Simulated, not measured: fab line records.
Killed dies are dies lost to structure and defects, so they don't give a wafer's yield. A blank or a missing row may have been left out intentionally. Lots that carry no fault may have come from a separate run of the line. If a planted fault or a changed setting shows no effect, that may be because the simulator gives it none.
fab line records	flow sky130
record lots=11	wafers=33	last-day=50
route steps=708 shown LDD_HVP@287 LI_CONTACT@365 CONTACT@429 VIA2@507
lots untouched by any fault: they come from a run of this same line in which no faults occurred
start-h: hours from the record's first day to the start of the lot's first wafer shown	wait-h: how many hours have passed since the lot's step before this one	" identical to the entry in the row above	L1.1+2: several wafers, shown together as one row	- either no value or no given start	* or withheld: withheld	< > ~ a bound
route shown NAME@n: names a module that has steps shown in the file, with the first one's number in the route	usual: mean/standard deviation taken from wafers without a fault	same: alike in all rows	chamber/n: place in a boat	sites: each site's reading	_std_site: how widely they spread, as a standard deviation	_edge_site: inner sites' mean taken away from outer sites' mean	radius-mm: for every site, how far away it sits from the centre of the wafer	mask NAME#n: copy n	behind: the most recent tool/chamber to have shaped the wafer	hold: what put the lot on hold/how long, in hours/how the hold closed	device: which transistor (n, p or np) failed to switch	end of line: at the end of the route, the tests of the same wafers	for a step that has no rows: nothing shown but its recipe	killed: dies that structure and defects cost at the first sort, which is not the same as the wafer's yield	map: per-die view of a wafer (x killed, . not killed, _ where there is no die)
set.NAME: the setting as run; set.NAME@STEP: as run at that earlier step	model.NAME: the simulator's own value behind a step, which no gauge read
one table for each step of the route and one row for each wafer, over a sample of lots
services: the hour from which a tool's chamber was out of use, counted from the record's first day as start-h (under 0 if before that day), plus the number of hours and why
## steps
# step SKY_LDD_HVP_STRIP_09
# recipe chemistry=O2/N2	power-w=1400	pressure-mtorr=1500	platen-temp-c=withheld	o2-flow-sccm=3000	n2-flow-sccm=300	overash-fraction=0.5
# usual drypump-motor-current-A=5.9/0.44	oes-product-au=0.408/0.0047	strip-time-to-endpoint-s=4.137/0.017
lot.wafer	tool	chamber	start-h	wait-h	drypump-motor-current-A	oes-product-au	rf-hours-counter-h	strip-time-to-endpoint-s
L165.1	plasma-asher-03	0	492.87	0.1	6.2	0.407	36	4.161
L165.2	"	1	"	"	5.8	0.404	36	4.164
L165.5	"	0	"	"	6.2	0.412	-	4.155
L168.1	plasma-asher-03	1	526.82	0.1	5.7	0.410	40	4.125
L168.4	"	1	"	"	5.8	0.408	-	4.119
L168.5	"	0	"	"	6.2	0.407	-	4.123
L170.2	plasma-asher-04	1	542.67	0.1	5.9	0.409	11	4.115
L170.4	"	0	"	"	5.5	0.409	-	4.130
L170.6	"	0	"	"	5.5	0.412	-	4.118
L171.1	plasma-asher-02	0	552.81	0.1	6.6	0.396	76	4.129
L171.2	"	1	"	"	5.1	0.404	76	4.124
L171.4	"	1	"	"	5.1	0.405	-	4.143
L174.2	plasma-asher-03	1	571.96	0.1	5.8	0.401	45	4.135
L174.3	"	1	"	"	5.8	0.412	-	4.118
L174.5	"	0	"	"	6.2	0.404	-	4.135
L175.2	plasma-asher-02	0	583.75	0.1	6.7	0.406	79	4.171
L175.4	"	0	"	"	6.6	0.416	-	4.167
L175.6	"	1	"	"	5.1	0.408	-	4.155
L176.3	plasma-asher-02	0	597.56	0.1	6.6	0.408	-	4.111
L176.4	"	1	"	"	5.1	0.403	-	4.125
L176.6	"	1	"	"	5.1	0.407	-	4.111
L182.1	plasma-asher-04	1	640.27	0.1	5.9	0.416	21	4.119
L182.3	"	1	"	"	5.9	0.407	-	4.110
L182.4	"	0	"	"	5.6	0.407	-	4.124
L185.1	plasma-asher-03	0	666.66	0.1	6.2	0.406	54	4.158
L185.4	"	0	"	"	6.2	0.415	-	4.157
L185.5	"	0	"	"	6.2	0.419	-	4.180
L186.2	plasma-asher-03	1	677.97	0.1	5.8	0.410	56	4.128
L186.3	"	1	"	"	5.8	0.406	-	4.151
L186.4	"	0	"	"	6.2	0.405	-	4.136
L188.1	plasma-asher-04	0	696.32	0.1	5.6	0.409	27	4.150
L188.4	"	1	"	"	5.9	0.410	-	4.137
L188.6	"	0	"	"	5.6	0.410	-	4.127
# step SKY_LI_CONTACT_BOW_MEAS_03
# recipe mode=bow
# usual LI_CONTACT_BOW=57/6.9
lot.wafer	tool	chamber	start-h	wait-h	LI_CONTACT_BOW[um]
L165.1	film-metro-02	-	645.80	0.1	66
L165.2	"	-	"	"	53
L165.5	"	-	"	"	61
L168.1	film-metro-02	-	681.19	0.1	60
L168.4	"	-	"	"	56
L168.5	"	-	"	"	48
L170.2	film-metro-04	-	692.60	0.3	57
L170.4	"	-	"	"	58
L170.6	"	-	"	"	67
L171.1	film-metro-01	-	702.67	0.2	59
L171.2	"	-	"	"	51
L171.4	"	-	"	"	53
L174.2	film-metro-04	-	719.43	0.2	65
L174.3	"	-	"	"	74
L174.5	"	-	"	"	67
L175.2	film-metro-04	-	731.88	0.1	59
L175.4	"	-	"	"	51
L175.6	"	-	"	"	57
L176.3	film-metro-01	-	744.01	0.3	71
L176.4	"	-	"	"	55
L176.6	"	-	"	"	59
L182.1	film-metro-04	-	785.61	0.1	54
L182.3	"	-	"	"	56
L182.4	"	-	"	"	57
L185.1	film-metro-04	-	806.46	0.1	39
L185.4	"	-	"	"	52
L185.5	"	-	"	"	54
L186.2	film-metro-02	-	817.93	0.2	54
L186.3	"	-	"	"	61
L186.4	"	-	"	"	60
L188.1	film-metro-04	-	837.32	0.2	55
L188.4	"	-	"	"	48
L188.6	"	-	"	"	57
# step SKY_CONTACT_SPUTTER_23
# recipe material=TiN	target-thk-nm=20	chamber-pressure-pa=5	power-w=4000	time-s=80
# usual throttle-valve-pct=29.4/1
lot.wafer	tool	chamber	start-h	wait-h	throttle-valve-pct
L165.1	pvd-sputter-02	-	735.34	0.0	29.2
L165.2	"	-	"	"	28.0
L165.5	"	-	"	"	29.6
L168.1	pvd-sputter-02	-	768.62	0.0	29.5
L168.4	"	-	"	"	28.0
L168.5	"	-	"	"	29.8
L170.2	pvd-sputter-03	-	779.57	0.0	30.8
L170.4	"	-	"	"	31.3
L170.6	"	-	"	"	31.2
L171.1	pvd-sputter-02	-	788.13	0.0	29.0
L171.2	"	-	"	"	28.9
L171.4	"	-	"	"	29.6
L174.2	pvd-sputter-01	-	806.73	0.0	29.0
L174.3	"	-	"	"	27.7
L174.5	"	-	"	"	29.5
L175.2	pvd-sputter-01	-	815.44	0.0	29.3
L175.4	"	-	"	"	27.9
L175.6	"	-	"	"	29.9
L176.3	pvd-sputter-03	-	828.26	0.0	30.8
L176.4	"	-	"	"	31.5
L176.6	"	-	"	"	31.0
L182.1	pvd-sputter-02	-	868.12	0.0	29.6
L182.3	"	-	"	"	29.3
L182.4	"	-	"	"	28.1
L185.1	pvd-sputter-02	-	887.26	0.0	27.9
L185.4	"	-	"	"	29.9
L185.5	"	-	"	"	28.6
L186.2	pvd-sputter-01	-	900.12	0.0	29.2
L186.3	"	-	"	"	27.8
L186.4	"	-	"	"	28.4
L188.1	pvd-sputter-01	-	917.10	0.0	29.6
L188.4	"	-	"	"	28.3
L188.6	"	-	"	"	30.1
# step SKY_VIA2_HDPCVD_00
# recipe material=SiO2	target-thk-nm=1180	sigma-open-frac=0.3	time-s=196.7	temp-c=400	sih4-flow-sccm=60	pressure-mtorr=6
# usual run-length-s=224.0/0.45
lot.wafer	tool	chamber	start-h	wait-h	run-length-s
L165.1	hdpcvd-02	2	820.11	0.0	223.9
L165.2	"	1	"	"	223.8
L165.5	"	0	"	"	223.2
L168.1	hdpcvd-02	1	851.44	0.0	224.0
L168.4	"	2	"	"	224.5
L168.5	"	1	"	"	224.3
L170.2	hdpcvd-01	2	862.88	0.0	224.6
L170.4	"	2	"	"	225.0
L170.6	"	1	"	"	223.8
L171.1	hdpcvd-02	2	871.84	0.0	223.9
L171.2	"	0	"	"	223.8
L171.4	"	1	"	"	224.1
L174.2	hdpcvd-01	2	889.10	0.0	224.6
L174.3	"	0	"	"	275.7
L174.5	"	0	"	"	275.8
L175.2	hdpcvd-01	2	898.26	0.0	224.4
L175.4	"	0	"	"	276.5
L175.6	"	2	"	"	224.5
L176.3	hdpcvd-02	0	909.81	0.0	223.4
L176.4	"	2	"	"	224.4
L176.6	"	1	"	"	223.9
L182.1	hdpcvd-02	2	948.66	0.0	224.1
L182.3	"	1	"	"	224.0
L182.4	"	1	"	"	224.3
L185.1	hdpcvd-01	1	967.71	0.0	223.5
L185.4	"	0	"	"	223.9
L185.5	"	1	"	"	223.5
L186.2	hdpcvd-02	0	978.40	0.0	224.1
L186.3	"	2	"	"	224.1
L186.4	"	1	"	"	224.7
L188.1	hdpcvd-01	2	995.60	0.0	224.2
L188.4	"	0	"	"	224.0
L188.6	"	1	"	"	223.6
# step SKY_VIA2_THK_MEAS_01
# recipe reads=SiO2_of_VIA2_HDPCVD_00
# usual VIA2_HDPCVD_THK=1183/12
lot.wafer	tool	chamber	start-h	wait-h	VIA2_HDPCVD_THK[nm]
L165.1	film-metro-03	-	820.24	0.1	1179
L165.2	"	-	"	"	1192
L165.5	"	-	"	"	1188
L168.1	film-metro-04	-	851.56	0.1	1154
L168.4	"	-	"	"	1177
L168.5	"	-	"	"	1186
L170.2	film-metro-01	-	863.01	0.1	1180
L170.4	"	-	"	"	1172
L170.6	"	-	"	"	1159
L171.1	film-metro-03	-	871.97	0.1	1178
L171.2	"	-	"	"	1183
L171.4	"	-	"	"	1188
L174.2	film-metro-03	-	889.24	0.1	1174
L174.3	"	-	"	"	1479
L174.5	"	-	"	"	1475
L175.2	film-metro-01	-	898.40	0.1	1178
L175.4	"	-	"	"	1496
L175.6	"	-	"	"	1187
L176.3	film-metro-03	-	909.95	0.1	1182
L176.4	"	-	"	"	1194
L176.6	"	-	"	"	1196
L182.1	film-metro-04	-	948.78	0.1	1185
L182.3	"	-	"	"	1194
L182.4	"	-	"	"	1198
L185.1	film-metro-01	-	967.84	0.1	1167
L185.4	"	-	"	"	1191
L185.5	"	-	"	"	1174
L186.2	film-metro-03	-	978.54	0.1	1197
L186.3	"	-	"	"	1188
L186.4	"	-	"	"	1191
L188.1	film-metro-03	-	995.73	0.1	1194
L188.4	"	-	"	"	1196
L188.6	"	-	"	"	1192
## services
tool	chamber	start-h	hours	kind
hdpcvd-01	0	525.36	18.0	repair
hdpcvd-02	2	527.86	10.2	repair
hdpcvd-01	1	583.83	3.1	repair
plasma-asher-03	-	589.92	9.5	repair
plasma-asher-03	-	596.00	1.1	repair
pvd-sputter-01	-	612.61	5.2	repair
pvd-sputter-02	-	614.21	0.8	repair
hdpcvd-01	-	650.75	15.0	pm
hdpcvd-02	-	689.31	2.8	pm
pvd-sputter-02	-	696.52	2.6	repair
pvd-sputter-01	-	702.01	3.4	repair
plasma-asher-03	-	753.02	3.6	repair
hdpcvd-01	1	755.25	5.9	repair
hdpcvd-02	-	768.05	1.1	repair
hdpcvd-01	0	770.42	4.2	repair
pvd-sputter-01	-	778.26	2.4	repair
pvd-sputter-02	-	792.97	1.8	repair
hdpcvd-02	-	840.23	6.0	pm
hdpcvd-02	1	915.70	2.0	repair
hdpcvd-02	-	920.08	1.2	repair
hdpcvd-02	-	950.25	15.0	pm
pvd-sputter-01	-	964.88	5.1	repair
pvd-sputter-01	-	975.40	0.6	repair
pvd-sputter-01	-	992.24	2.5	repair
## key
first-sign step=SKY_VIA2_HDPCVD_00	reading=run-length-s	direction=up	sigmas=99+	usual=*	struck=*
effect step=SKY_VIA2_THK_MEAS_01	reading=VIA2_HDPCVD_THK	direction=up	sigmas=26	usual=1183	struck=1483
met-at SKY_VIA2_HDPCVD_00
struck-lots L174,L175
struck-wafers L174.3,L174.5,L175.4
not-acting-at SKY_LDD_HVP_STRIP_09,SKY_LI_CONTACT_BOW_MEAS_03,SKY_CONTACT_SPUTTER_23
fault kind=process-parameter-drift	tool=hdpcvd-01	chamber=0	onset-h=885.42	steps=SKY_VIA2_HDPCVD_00	channel=time-s	offset=*	shape=step	end-h=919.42	acts-in=*	stated=*
